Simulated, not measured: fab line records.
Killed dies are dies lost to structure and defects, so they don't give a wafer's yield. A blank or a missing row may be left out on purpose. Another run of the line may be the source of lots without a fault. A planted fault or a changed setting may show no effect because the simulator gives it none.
Commonality check across tools :: flow gf180mcu :: Sample size 12 lots and 35 wafers

== THE REASON FOR OPENING IT ==
At GF_M3_CD_MEAS_14 the reading cd_nm is flagged on 1 of 12 lots. No-fault wafers: 280.3 nm, standard deviation 1.3.
Rule: a lot gets a flag if all its wafers with a number sit over 4 standard deviations from that mean, or if no wafer of it has a number. All remaining lots are regarded as sound.

lot: L596
measured: day 21 11:23
on: cd_sem-02
cd_nm (nm), wafer by wafer: 279.5 278.5 279.4
flag: 

lot: L597
measured: day 21 14:30
on: cd_sem-02
cd_nm (nm), wafer by wafer: 279.4 278.7 278.4
flag: 

lot: L598
measured: day 22 04:29
on: cd_sem-02
cd_nm (nm), wafer by wafer: 280.4 279.7 280.4
flag: 

lot: L600
measured: day 22 17:02
on: cd_sem-02
cd_nm (nm), wafer by wafer: 280.7 280.0 280.6
flag: 

lot: L601
measured: day 23 06:43
on: cd_sem-02
cd_nm (nm), wafer by wafer: 279.7 278.0 279.8
flag: 

lot: L602
measured: day 23 12:29
on: cd_sem-02
cd_nm (nm), wafer by wafer: 281.5 282.1 280.5
flag: 

lot: L605
measured: day 24 19:22
on: cd_sem-01
cd_nm (nm), wafer by wafer: 270.7 268.3
flag: FLAGGED

lot: L606
measured: day 24 23:34
on: cd_sem-02
cd_nm (nm), wafer by wafer: 281.6 280.7 280.8
flag: 

lot: L612
measured: day 26 19:47
on: cd_sem-02
cd_nm (nm), wafer by wafer: 282.5 282.7 282.7
flag: 

lot: L614
measured: day 27 12:25
on: cd_sem-02
cd_nm (nm), wafer by wafer: 279.5 279.9 281.0
flag: 

lot: L617
measured: day 28 06:49
on: cd_sem-02
cd_nm (nm), wafer by wafer: 280.0 280.6 279.3
flag: 

lot: L618
measured: day 28 11:50
on: cd_sem-02
cd_nm (nm), wafer by wafer: 280.6 281.2 280.6
flag: 
The mean of the flagged lots' numbers is 269.5 nm, -10.8 nm from the usual (-8 standard deviations).

== TOOL THAT RAN EACH LOT ==
2 process steps preceding the reading are held in the record, out of 602 steps in the route. Read each cell as the tool, then ch plus the chambers that the sampled wafers visited, then the start.
lot: L596
flag: 
GF_M3_SPUTTER_04: pvd_sputter-02, day 20 07:37
GF_M3_EXPOSE_11: krf_scanner-02 ch 0, day 20 20:10

lot: L597
flag: 
GF_M3_SPUTTER_04: pvd_sputter-01, day 20 14:38
GF_M3_EXPOSE_11: krf_scanner-02 ch 0, day 21 03:00

lot: L598
flag: 
GF_M3_SPUTTER_04: pvd_sputter-01, day 21 04:50
GF_M3_EXPOSE_11: krf_scanner-02 ch 0, day 21 16:59

lot: L600
flag: 
GF_M3_SPUTTER_04: pvd_sputter-02, day 21 17:07
GF_M3_EXPOSE_11: krf_scanner-01 ch 0, day 22 05:28

lot: L601
flag: 
GF_M3_SPUTTER_04: pvd_sputter-02, day 22 07:19
GF_M3_EXPOSE_11: krf_scanner-01 ch 0, day 22 19:13

lot: L602
flag: 
GF_M3_SPUTTER_04: pvd_sputter-02, day 22 13:52
GF_M3_EXPOSE_11: krf_scanner-02 ch 0, day 23 00:48

lot: L605
flag: FLAGGED
GF_M3_SPUTTER_04: pvd_sputter-04, day 23 21:40
GF_M3_EXPOSE_11: krf_scanner-02 ch 0, day 24 09:10

lot: L606
flag: 
GF_M3_SPUTTER_04: pvd_sputter-04, day 24 01:58
GF_M3_EXPOSE_11: krf_scanner-01 ch 0, day 24 13:43

lot: L612
flag: 
GF_M3_SPUTTER_04: pvd_sputter-02, day 25 23:17
GF_M3_EXPOSE_11: krf_scanner-01 ch 0, day 26 10:08

lot: L614
flag: 
GF_M3_SPUTTER_04: pvd_sputter-04, day 26 16:33
GF_M3_EXPOSE_11: krf_scanner-01 ch 0, day 27 02:55

lot: L617
flag: 
GF_M3_SPUTTER_04: pvd_sputter-02, day 27 11:25
GF_M3_EXPOSE_11: krf_scanner-01 ch 0, day 27 21:10

lot: L618
flag: 
GF_M3_SPUTTER_04: pvd_sputter-04, day 27 17:01
GF_M3_EXPOSE_11: krf_scanner-01 ch 0, day 28 02:46
What the steps here do:
- GF_M3_SPUTTER_04: material TiN, target thk 50 nm, time 41.7 s.
- GF_M3_EXPOSE_11: exposes mask Metal3, target cd 280 nm.
- GF_M3_CD_MEAS_14: target cd 280 nm.

== FLAGGED OVER TOTAL, TOOL BY TOOL (the gauges that took the reading come last) ==
step: GF_M3_SPUTTER_04
tool: pvd_sputter-01
lots run: 2
flagged: 0
share of the flagged lots: none
sound lots run after its first flagged lot: -

step: GF_M3_SPUTTER_04
tool: pvd_sputter-02
lots run: 6
flagged: 0
share of the flagged lots: none
sound lots run after its first flagged lot: -

step: GF_M3_SPUTTER_04
tool: pvd_sputter-04
lots run: 4
flagged: 1
share of the flagged lots: all
sound lots run after its first flagged lot: 3 (L606,L614,L618)

step: GF_M3_EXPOSE_11
tool: krf_scanner-01
lots run: 7
flagged: 0
share of the flagged lots: none
sound lots run after its first flagged lot: -

step: GF_M3_EXPOSE_11
tool: krf_scanner-02
lots run: 5
flagged: 1
share of the flagged lots: all
sound lots run after its first flagged lot: 0

step: GF_M3_CD_MEAS_14
tool: cd_sem-01
lots run: 1
flagged: 1
share of the flagged lots: all
sound lots run after its first flagged lot: 0

step: GF_M3_CD_MEAS_14
tool: cd_sem-02
lots run: 11
flagged: 0
share of the flagged lots: none
sound lots run after its first flagged lot: -

== WHAT THE TABLE ALLOWS ==
Rows of the table that ran every flagged lot, 3 in all: pvd_sputter-04 at GF_M3_SPUTTER_04, krf_scanner-02 at GF_M3_EXPOSE_11, cd_sem-01 at GF_M3_CD_MEAS_14.
- pvd_sputter-04 at GF_M3_SPUTTER_04 ran 4 lots, 1 of them flagged. Lots that were sound ran on it after the first flagged one (L606, L614, L618); a persistent fault on the entire tool would not allow that.
- krf_scanner-02 at GF_M3_EXPOSE_11 ran 5 lots, 1 of them flagged. A fault beginning between L602 (day 23 00:48), its last sound lot, and L605 (day 24 09:10), its first flagged one, fits the data. Its own readings (exposure_dose_mJ_cm2) fall more than 4 standard deviations out on all wafers of the flagged lots.
- cd_sem-01 at GF_M3_CD_MEAS_14: 1 of its 1 lot flagged. With no sound lot run before its first flagged lot in this sample, there is nothing to narrow down the start.
These 2 tools cannot be told apart by counting lots, since each of them fits a fault that started at some hour. More lots, or a look at what each step does to the wafer, might.

== WHAT WAS PUT IN BY THE SIMULATOR ==
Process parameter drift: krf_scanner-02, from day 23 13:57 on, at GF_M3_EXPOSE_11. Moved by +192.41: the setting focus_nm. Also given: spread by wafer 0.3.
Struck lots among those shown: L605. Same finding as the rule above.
